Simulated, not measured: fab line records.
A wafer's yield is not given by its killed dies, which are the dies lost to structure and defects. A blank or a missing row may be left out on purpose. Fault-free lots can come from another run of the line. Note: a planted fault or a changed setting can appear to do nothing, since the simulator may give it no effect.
fab line records    flow sky130
record lots=6  wafers=18  lastDay=50
route steps=708 shown VT_ADJUST_HVTR@139 VT_ADJUST_PCH@143 SONOS_TUNNEL@154 PAD_OPEN@708
lots that met no fault: taken from a fault-free run of the same line
startH: hours from the record's first day to the start of the lot's first wafer shown    waitH: time in hours since the lot's previous step    " as in the row above    L1.1+2: several wafers, shown together as one row    - no value, or no start given    * or withheld: withheld    < > ~ a bound
route shown NAME@n: names a module that has steps shown in the file, with the first one's number in the route    usual: mean and standard deviation over wafers with no fault    same: alike in all rows    chamber/n: place in a boat    sites: the reading at each site    _std_site: how widely they spread, as a standard deviation    _edge_site: outer sites' mean less inner sites'    radiusMm: for every site, how far away it sits from the centre of the wafer    mask NAME#n: copy n    behind: tool/chamber where the wafer was last shaped    hold: why the lot went on hold/how many hours it stayed there/how the hold came to an end    device: whichever transistor did not switch (one of n, p or np)    end of line: tests run on the same wafers once the route is complete    a step without rows: its recipe alone    killed: count of dies lost to structure and defects at first sort (not the wafer's yield)    map: a wafer's dies, x killed, . not, _ none there
set.NAME: the setting the step ran with; set.NAME@STEP: the setting that earlier step ran with    model.NAME: the simulator's own value behind a step, which no gauge read
certain route steps with their lots: each step a table, each wafer a row
services: when a tool's chamber went out of use (startH, in hours from the record's first day, below 0 if earlier), for how many hours, and the reason
## steps
# step SKY_VT_ADJUST_HVTR_OVL_MEAS_08
# usual VT_ADJUST_HVTR_OVL=0.1/1.1
lot.wafer  tool        chamber  startH  waitH  VT_ADJUST_HVTR_OVL[nm]
L585.2     overlay-01  -        252.66  0.1    0.7
L585.4     "           -        "       "      -0.9
L585.6     "           -        "       "      2.4
L589.1     overlay-01  -        275.06  0.1    0.0
L589.5     "           -        "       "      -0.6
L589.6     "           -        "       "      0.5
L594.1     overlay-02  -        306.78  0.1    -2.8
L594.2     "           -        "       "      0.5
L594.3     "           -        "       "      -0.5
L596.2     overlay-01  -        324.56  0.1    1.5
L596.3     "           -        "       "      0.8
L596.5     "           -        "       "      1.2
L601.1     overlay-01  -        356.28  0.1    0.2
L601.4     "           -        "       "      0.6
L601.5     "           -        "       "      0.6
L603.1     overlay-02  -        373.81  0.1    0.1
L603.2     "           -        "       "      -1.0
L603.3     "           -        "       "      -0.1
# step SKY_VT_ADJUST_HVTR_IMPLANT_09
# recipe species=B  energyKev=10  doseCm2=2.1e+12  tiltDeg=withheld
# step SKY_VT_ADJUST_HVTR_STRIP_10
# recipe chemistry=O2/N2  powerW=1400  pressureMtorr=1500  platenTempC=withheld  o2FlowSccm=3000  n2FlowSccm=300  overashFraction=0.5
# usual drypumpMotorCurrentA=6.2/0.41  oesProductAu=0.716/0.0043  stripTimeToEndpointS=14.18/0.036
lot.wafer  tool            chamber  startH  waitH  drypumpMotorCurrentA  oesProductAu  rfHoursCounterH  stripTimeToEndpointS
L585.2     plasmaAsher-01  0        252.84  0.1    6.7                   0.717         57               14.17
L585.4     "               1        "       "      6.4                   0.714         -                14.18
L585.6     "               1        "       "      6.4                   0.720         -                14.17
L589.1     plasmaAsher-04  1        275.24  0.1    5.8                   0.716         47               14.18
L589.5     "               0        "       "      6.4                   0.721         -                14.21
L589.6     "               1        "       "      5.8                   0.713         -                14.21
L594.1     plasmaAsher-02  0        306.96  0.1    6.0                   0.717         15               14.18
L594.2     "               1        "       "      5.4                   0.725         15               14.12
L594.3     "               1        "       "      5.4                   0.716         -                14.15
L596.2     plasmaAsher-04  0        324.74  0.1    6.4                   0.713         52               14.12
L596.3     "               0        "       "      6.4                   0.717         -                14.16
L596.5     "               0        "       "      6.4                   0.724         -                14.18
L601.1     plasmaAsher-01  1        356.46  0.1    6.4                   0.725         67               14.19
L601.4     "               0        "       "      6.7                   0.717         -                14.16
L601.5     "               0        "       "      6.7                   0.718         -                14.20
L603.1     plasmaAsher-01  0        373.99  0.1    6.7                   0.718         69               14.17
L603.2     "               1        "       "      6.4                   0.712         69               14.19
L603.3     "               1        "       "      6.4                   0.714         -                14.16
# step SKY_VT_ADJUST_HVTR_TW_MEAS_11
# usual VT_ADJUST_HVTR_TW=212.0/1.4
lot.wafer  tool          chamber  startH  waitH  VT_ADJUST_HVTR_TW
L585.2     filmMetro-01  -        252.95  0.1    210.7
L585.4     "             -        "       "      210.1
L585.6     "             -        "       "      211.5
L589.1     filmMetro-03  -        275.34  0.1    211.7
L589.5     "             -        "       "      211.8
L589.6     "             -        "       "      210.6
L594.1     filmMetro-01  -        307.06  0.1    210.5
L594.2     "             -        "       "      211.5
L594.3     "             -        "       "      209.8
L596.2     filmMetro-01  -        324.85  0.1    210.7
L596.3     "             -        "       "      211.5
L596.5     "             -        "       "      211.3
L601.1     filmMetro-02  -        356.56  0.1    212.4
L601.4     "             -        "       "      213.0
L601.5     "             -        "       "      213.8
L603.1     filmMetro-01  -        374.09  0.1    211.2
L603.2     "             -        "       "      211.2
L603.3     "             -        "       "      210.8
# step SKY_VT_ADJUST_PCH_DEHYDRATE_00
# recipe tempC=200  timeS=60
# step SKY_VT_ADJUST_PCH_HMDS_01
# recipe primeTimeS=60  primeTempC=120
# step SKY_VT_ADJUST_PCH_COAT_02
# recipe spinRpm=2000  resistThkNm=3000
# step SKY_VT_ADJUST_PCH_SOFTBAKE_03
# recipe tempC=110  timeS=withheld
# step SKY_VT_ADJUST_PCH_EXPOSE_04
# recipe maskId=NWM  na=0.6  sourceShape=conventional  sigmaOuter=0.6  polarization=unpolarized  targetCdNm=840  doseMj=255
# step SKY_VT_ADJUST_PCH_PEB_05
# recipe tempC=115  timeS=withheld
# step SKY_VT_ADJUST_PCH_DEVELOP_06
# recipe wallAngleDeg=90  developer=TMAH  developTimeS=60  devTempC=23
# step SKY_VT_ADJUST_PCH_OVL_MEAS_07
# usual VT_ADJUST_PCH_OVL=-0.3/1.5
lot.wafer  tool        chamber  startH  waitH  VT_ADJUST_PCH_OVL[nm]
L585.2     overlay-01  -        276.47  -      1.6
L585.4     "           -        "       "      -0.4
L585.6     "           -        "       "      2.0
L589.1     overlay-01  -        300.41  -      1.6
L589.5     "           -        "       "      1.9
L589.6     "           -        "       "      2.5
L594.1     overlay-02  -        331.92  -      -0.6
L594.2     "           -        "       "      -0.7
L594.3     "           -        "       "      -2.8
L596.2     overlay-01  -        351.93  -      0.0
L596.3     "           -        "       "      -0.9
L596.5     "           -        "       "      2.3
L601.1     overlay-01  -        384.37  -      0.2
L601.4     "           -        "       "      0.2
L601.5     "           -        "       "      2.5
L603.1     overlay-02  -        402.74  -      -0.3
L603.2     "           -        "       "      0.5
L603.3     "           -        "       "      -0.7
# step SKY_VT_ADJUST_PCH_IMPLANT_08
# recipe species=B  energyKev=10.16  doseCm2=5e+11  tiltDeg=withheld
# usual beamOnS=10.00/0.19  endStationPressureTorr=5e-06/2.7e-07  faradayCurrentUA=2.82/0.053
lot.wafer  tool          chamber  startH  waitH  beamOnS  endStationPressureTorr  faradayCurrentUA
L585.2     implanter-04  0        276.52  0.0    10.25    4.77e-06                2.74
L585.4     "             0        "       "      9.91     4.58e-06                2.83
L585.6     "             0        "       "      9.97     5.39e-06                2.81
L589.1     implanter-02  0        300.44  0.0    9.93     5.31e-06                2.84
L589.5     "             0        "       "      10.15    4.76e-06                2.77
L589.6     "             0        "       "      9.92     5.18e-06                2.84
L594.1     implanter-02  0        331.96  0.0    12.83    0.00011929              2.23
L594.2     "             0        "       "      13.02    0.00011222              2.20
L594.3     "             0        "       "      12.48    0.00011758              2.29
L596.2     implanter-02  0        351.98  0.0    12.58    0.00012056              2.27
L596.3     "             0        "       "      12.77    0.00011288              2.23
L596.5     "             0        "       "      12.80    0.00012577              2.23
L601.1     implanter-04  0        384.41  0.0    9.79     5.15e-06                2.87
L601.4     "             0        "       "      9.83     5.11e-06                2.87
L601.5     "             0        "       "      9.87     4.95e-06                2.85
L603.1     implanter-04  0        402.77  0.0    10.10    4.68e-06                2.79
L603.2     "             0        "       "      10.17    5.14e-06                2.77
L603.3     "             0        "       "      10.08    5.02e-06                2.80
# step SKY_VT_ADJUST_PCH_STRIP_09
# recipe chemistry=O2/N2  powerW=1400  pressureMtorr=1500  platenTempC=withheld  o2FlowSccm=3000  n2FlowSccm=300  overashFraction=0.5
# usual drypumpMotorCurrentA=6.1/0.37  oesProductAu=0.722/0.0043  stripTimeToEndpointS=36.95/0.083
lot.wafer  tool            chamber  startH  waitH  drypumpMotorCurrentA  oesProductAu  rfHoursCounterH  stripTimeToEndpointS
L585.2     plasmaAsher-03  1        276.65  0.1    6.4                   0.720         58               37.00
L585.4     "               1        "       "      6.4                   0.730         -                37.01
L585.6     "               1        "       "      6.4                   0.720         -                36.96
L589.1     plasmaAsher-04  0        300.59  0.1    6.4                   0.720         49               36.92
L589.5     "               0        "       "      6.4                   0.723         -                36.94
L589.6     "               1        "       "      5.8                   0.715         -                36.88
L594.1     plasmaAsher-03  0        332.11  0.1    5.7                   0.722         64               36.92
L594.2     "               1        "       "      6.4                   0.727         64               37.04
L594.3     "               0        "       "      5.7                   0.722         -                36.97
L596.2     plasmaAsher-03  0        352.11  0.1    5.7                   0.716         66               37.02
L596.3     "               0        "       "      5.6                   0.724         -                37.02
L596.5     "               0        "       "      5.7                   0.726         -                36.96
L601.1     plasmaAsher-04  0        384.56  0.1    6.4                   0.716         57               36.99
L601.4     "               1        "       "      5.8                   0.722         -                37.06
L601.5     "               1        "       "      5.8                   0.724         -                37.03
L603.1     plasmaAsher-01  1        402.92  0.1    6.4                   0.724         72               36.86
L603.2     "               0        "       "      6.7                   0.726         72               36.90
L603.3     "               0        "       "      6.7                   0.725         -                36.86
# step SKY_VT_ADJUST_PCH_TW_MEAS_10
# usual VT_ADJUST_PCH_TW=144.1/0.98
lot.wafer  tool          chamber  startH  waitH  VT_ADJUST_PCH_TW
L585.2     filmMetro-04  -        276.76  0.1    144.2
L585.4     "             -        "       "      144.1
L585.6     "             -        "       "      143.2
L589.1     filmMetro-02  -        300.69  0.1    144.3
L589.5     "             -        "       "      144.2
L589.6     "             -        "       "      145.0
L594.1     filmMetro-02  -        332.21  0.1    154.4
L594.2     "             -        "       "      154.6
L594.3     "             -        "       "      155.3
L596.2     filmMetro-01  -        352.22  0.1    151.8
L596.3     "             -        "       "      151.4
L596.5     "             -        "       "      150.7
L601.1     filmMetro-01  -        384.66  0.1    143.0
L601.4     "             -        "       "      143.1
L601.5     "             -        "       "      142.2
L603.1     filmMetro-01  -        403.02  0.1    144.0
L603.2     "             -        "       "      143.0
L603.3     "             -        "       "      142.8
# step SKY_SONOS_TUNNEL_DEHYDRATE_00
# recipe tempC=200  timeS=60
# step SKY_PAD_OPEN_PROBE_99
# usual killed_at_M0_to_M3=44/6.8  killed_at_M4_up=2.9/1.7  killedAtContacts=24/5.2  killedAtFrontEnd=15/4  killedAtOther=0.2/0.44  killedDies=86/9.9  killedOnRim=17/3.7  killedOpen=47/7.9  killedShort=39/6.3
# same grossDies=492  killedAtBackSide=0
lot.wafer  tool       chamber  startH   waitH  killed_at_M0_to_M3  killed_at_M4_up  killedAtContacts  killedAtFrontEnd  killedAtOther  killedDies  killedOnRim  killedOpen  killedShort  model.etest.pfet_01v8_lvt.driveUaUm  model.etest.pfetG5v0d10v5.offLog10AUm  model.etest.pfet_01v8_lvt.offLog10AUm  model.etest.pfetG5v0d10v5.vtSatV  model.etest.pfet_16v.vtV  model.etest.pfetG5v0d10v5.vtV  model.etest.pfetG5v0d10v5.vtLongV  model.etest.pfet_01v8_lvt.vtSatV
L585.2     prober-02  -        1118.83  0.1    49                  2                27                16                1              95          18           51          44           178.6                                -12.27                                 -8.546                                 -0.6024                           -1.104                    -0.8029                        -0.9304                            -0.4097
L585.4     prober-02  -        1118.93  0.2    49                  2                29                14                0              94          16           57          37           174.5                                -12.45                                 -8.688                                 -0.6207                           -1.095                    -0.8194                        -0.9249                            -0.4145
L585.6     prober-02  -        1119.03  0.2    45                  1                31                11                0              88          18           53          35           176.8                                -12.39                                 -8.543                                 -0.6253                           -1.101                    -0.825                         -0.928                             -0.4133
L589.1     prober-02  -        1138.79  0.1    46                  4                28                17                0              95          22           52          43           170.3                                -12.76                                 -9.069                                 -0.6526                           -1.101                    -0.8476                        -0.9291                            -0.4536
L589.5     prober-02  -        1138.99  0.2    45                  4                33                18                0              100         20           46          53           171.5                                -12.86                                 -8.826                                 -0.6604                           -1.096                    -0.8554                        -0.9309                            -0.4479
L589.6     prober-02  -        1139.04  0.2    44                  0                21                19                0              84          14           44          40           169.2                                -12.62                                 -8.983                                 -0.6558                           -1.115                    -0.8528                        -0.9449                            -0.4551
L594.1     prober-01  -        1159.76  0.1    45                  3                18                11                0              77          13           35          42           179                                  -11.66                                 -8.192                                 -0.5482                           -1.031                    -0.752                         -0.8731                            -0.3917
L594.2     prober-01  -        1159.81  0.1    36                  4                21                14                0              75          13           45          30           176.3                                -12.02                                 -8.512                                 -0.5787                           -1.038                    -0.7754                        -0.868                             -0.3948
L594.3     prober-01  -        1159.86  0.2    38                  1                25                14                0              78          12           46          32           178.7                                -11.87                                 -8.266                                 -0.5742                           -1.043                    -0.7784                        -0.8789                            -0.3936
L596.2     prober-01  -        1173.58  0.1    40                  4                29                14                1              88          18           43          45           183.6                                -11.77                                 -8.098                                 -0.5532                           -0.9992                   -0.7635                        -0.8427                            -0.3625
L596.3     prober-01  -        1173.63  0.2    47                  4                17                13                0              81          11           37          43           182.3                                -11.43                                 -8.02                                  -0.534                            -1.002                    -0.7443                        -0.8426                            -0.3658
L596.5     prober-01  -        1173.73  0.2    48                  2                14                16                0              80          17           46          34           182                                  -11.42                                 -8.2                                   -0.5265                           -0.9925                   -0.7339                        -0.8299                            -0.3624
L601.1     prober-02  -        1192.84  0.1    37                  4                33                18                0              92          17           54          38           174.5                                -12.58                                 -8.503                                 -0.6321                           -1.088                    -0.8336                        -0.9277                            -0.4289
L601.4     prober-02  -        1192.99  0.2    49                  1                18                19                0              87          22           47          40           177.6                                -12.46                                 -8.831                                 -0.6109                           -1.089                    -0.8142                        -0.9221                            -0.4281
L601.5     prober-02  -        1193.04  0.2    40                  3                23                14                0              80          14           42          38           175.2                                -12.28                                 -8.747                                 -0.6144                           -1.086                    -0.8163                        -0.9223                            -0.4298
L603.1     prober-02  -        1202.69  0.1    50                  5                27                18                1              101         22           59          42           176.7                                -12.8                                  -8.579                                 -0.6511                           -1.102                    -0.8421                        -0.935                             -0.4209
L603.2     prober-02  -        1202.74  0.1    43                  3                20                17                0              83          17           52          31           175.7                                -12.86                                 -8.618                                 -0.6614                           -1.094                    -0.8394                        -0.9253                            -0.4212
L603.3     prober-02  -        1202.79  0.2    43                  2                26                17                0              88          22           56          32           174.6                                -12.91                                 -8.773                                 -0.6666                           -1.096                    -0.8526                        -0.921                             -0.4238
# killed by level:class
L585.2 LI_CONTACT:geometricParticle:open=10 METAL2:geometricParticle:short=10 VIA3:geometricParticle:open=8 VIA2:geometricParticle:open=7 VIA1:geometricParticle:open=7 CONTACT:geometricParticle:open=6 FIELD_ISO:geometricParticle:open=5 METAL3:geometricParticle:short=5
L585.4 VIA1:geometricParticle:open=15 FIELD_ISO:geometricParticle:open=8 LI_CONTACT:geometricParticle:open=8 LOCAL_INTERCONNECT:geometricParticle:short=7 CONTACT:geometricParticle:open=7 VIA2:geometricParticle:open=7 FIELD_ISO:geometricParticle:short=5 METAL1:geometricParticle:short=5
L585.6 VIA1:geometricParticle:open=15 CONTACT:geometricParticle:open=13 LI_CONTACT:geometricParticle:open=7 LOCAL_INTERCONNECT:geometricParticle:short=6 METAL2:geometricParticle:short=6 VIA1:geometricParticle:short=5 VIA3:geometricParticle:open=4 FIELD_ISO:geometricParticle:open=3
L589.1 VIA1:geometricParticle:open=13 VIA3:geometricParticle:open=11 CONTACT:geometricParticle:open=10 VIA1:geometricParticle:short=10 LOCAL_INTERCONNECT:geometricParticle:short=8 FIELD_ISO:geometricParticle:open=5 FIELD_ISO:geometricParticle:short=4 LI_CONTACT:geometricParticle:open=4
L589.5 VIA1:geometricParticle:open=16 LOCAL_INTERCONNECT:geometricParticle:short=9 LI_CONTACT:geometricParticle:short=8 LI_CONTACT:geometricParticle:open=7 VIA2:geometricParticle:open=7 VIA1:geometricParticle:short=6 CONTACT:geometricParticle:open=5 METAL1:geometricParticle:short=5
L589.6 CONTACT:geometricParticle:open=9 VIA1:geometricParticle:open=9 METAL1:geometricParticle:short=7 POLY_GATE:geometricParticle:open=5 POLY_GATE:geometricParticle:short=5 LOCAL_INTERCONNECT:geometricParticle:short=5 LI_CONTACT:geometricParticle:open=5 METAL2:geometricParticle:short=5
L594.1 VIA2:geometricParticle:open=8 CONTACT:geometricParticle:open=6 VIA1:geometricParticle:short=6 VIA1:geometricParticle:open=6 METAL3:geometricParticle:short=6 VIA3:geometricParticle:open=6 LI_CONTACT:geometricParticle:short=5 FIELD_ISO:geometricParticle:short=5
L594.2 CONTACT:geometricParticle:open=10 VIA2:geometricParticle:open=7 VIA3:geometricParticle:open=7 VIA1:geometricParticle:open=6 LI_CONTACT:geometricParticle:open=5 VIA3:geometricParticle:short=5 POLY_GATE:geometricParticle:short=4 CONTACT:geometricParticle:short=4
L594.3 LI_CONTACT:geometricParticle:open=12 CONTACT:geometricParticle:open=8 VIA3:geometricParticle:open=8 POLY_GATE:geometricParticle:short=5 VIA2:geometricParticle:short=5 VIA1:geometricParticle:open=5 VIA2:geometricParticle:open=5 LI_CONTACT:geometricParticle:short=4
L596.2 CONTACT:geometricParticle:open=8 VIA1:geometricParticle:open=7 LI_CONTACT:geometricParticle:open=6 METAL1:geometricParticle:short=6 LI_CONTACT:geometricParticle:short=5 VIA3:geometricParticle:short=5 CONTACT:geometricParticle:short=5 VIA2:geometricParticle:open=5
L596.3 VIA1:geometricParticle:open=12 METAL1:geometricParticle:short=7 VIA2:geometricParticle:open=6 FIELD_ISO:geometricParticle:short=5 LI_CONTACT:geometricParticle:open=5 METAL2:geometricParticle:short=5 LOCAL_INTERCONNECT:geometricParticle:short=4 CONTACT:geometricParticle:short=4
L596.5 VIA1:geometricParticle:open=19 LI_CONTACT:geometricParticle:open=6 VIA2:geometricParticle:open=6 POLY_GATE:geometricParticle:open=5 POLY_GATE:geometricParticle:short=5 METAL2:geometricParticle:short=5 METAL1:geometricParticle:short=5 LOCAL_INTERCONNECT:geometricParticle:short=4
L601.1 CONTACT:geometricParticle:open=12 VIA3:geometricParticle:open=9 VIA1:geometricParticle:open=8 VIA2:geometricParticle:open=7 LI_CONTACT:geometricParticle:open=7 FIELD_ISO:geometricParticle:short=6 FIELD_ISO:geometricParticle:open=6 CONTACT:geometricParticle:short=6
L601.4 VIA1:geometricParticle:open=11 VIA2:geometricParticle:open=9 METAL1:geometricParticle:short=8 CONTACT:geometricParticle:open=7 VIA3:geometricParticle:open=7 POLY_GATE:geometricParticle:short=6 FIELD_ISO:geometricParticle:open=4 FIELD_ISO:geometricParticle:short=4
L601.5 CONTACT:geometricParticle:open=12 VIA2:geometricParticle:open=8 METAL1:geometricParticle:short=7 VIA1:geometricParticle:open=6 CONTACT:geometricParticle:short=6 POLY_GATE:geometricParticle:short=5 VIA3:geometricParticle:open=5 POLY_GATE:geometricParticle:open=4
L603.1 VIA1:geometricParticle:open=14 CONTACT:geometricParticle:open=11 LI_CONTACT:geometricParticle:open=8 FIELD_ISO:geometricParticle:open=6 VIA3:geometricParticle:open=6 VIA3:geometricParticle:short=5 VIA1:geometricParticle:short=5 VIA2:geometricParticle:open=5
L603.2 VIA1:geometricParticle:open=11 CONTACT:geometricParticle:open=7 VIA1:geometricParticle:short=7 METAL1:geometricParticle:open=6 VIA2:geometricParticle:open=6 FIELD_ISO:geometricParticle:open=4 LI_CONTACT:geometricParticle:open=4 CONTACT:geometricParticle:short=4
L603.3 VIA1:geometricParticle:open=11 CONTACT:geometricParticle:open=9 VIA3:geometricParticle:open=8 POLY_GATE:geometricParticle:open=7 LOCAL_INTERCONNECT:geometricParticle:short=7 LI_CONTACT:geometricParticle:open=5 METAL1:geometricParticle:short=5 VIA2:geometricParticle:open=4
## services
tool            chamber  startH  hours  kind
implanter-02    -        254.39  2.6    repair
implanter-04    -        300.17  2.1    repair
plasmaAsher-02  -        310.34  15.1   repair
plasmaAsher-04  -        347.86  14.6   pm
plasmaAsher-01  -        358.23  0.8    repair
implanter-04    -        364.72  8.5    repair
plasmaAsher-01  -        368.64  2.8    pm
plasmaAsher-04  -        378.97  2.8    pm
## key
firstSign step=SKY_VT_ADJUST_PCH_IMPLANT_08  reading=endStationPressureTorr  direction=up  sigmas=99+  usual=5e-06  struck=0.00011805
effect step=SKY_VT_ADJUST_PCH_IMPLANT_08  reading=beamOnS  direction=up  sigmas=15  usual=10.00  struck=12.75
effect step=SKY_VT_ADJUST_PCH_TW_MEAS_10  reading=VT_ADJUST_PCH_TW  direction=up  sigmas=9.1  usual=144.1  struck=153.0
modelEffect step=SKY_PAD_OPEN_PROBE_99  value=etest.pfet_01v8_lvt.driveUaUm  without=175.6  struck=180.3
metAt SKY_VT_ADJUST_PCH_IMPLANT_08
struckWafers L594.1,L594.2,L594.3,L596.2,L596.3,L596.5
testerLeftOut L594,L596
onsetBetween 300.44 331.96
fault kind=processParameterDrift  tool=implanter-02  chamber=-  onsetH=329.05  steps=SKY_VT_ADJUST_PCH_IMPLANT_08  channel=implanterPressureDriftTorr  offset=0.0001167  shape=step  endH=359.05
fault kind=processParameterDrift  tool=implanter-02  chamber=-  onsetH=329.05  steps=SKY_VT_ADJUST_PCH_IMPLANT_08  channel=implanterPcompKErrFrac  offset=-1  shape=step  endH=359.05
# testerLeftOut: of these lots the tester's yield and bins aren't shown, on N5 and GAA mostly nor the transistor test; their killed dies are dies lost to structure and defects alone, not to doping, threshold or leakage, so they don't give the yield
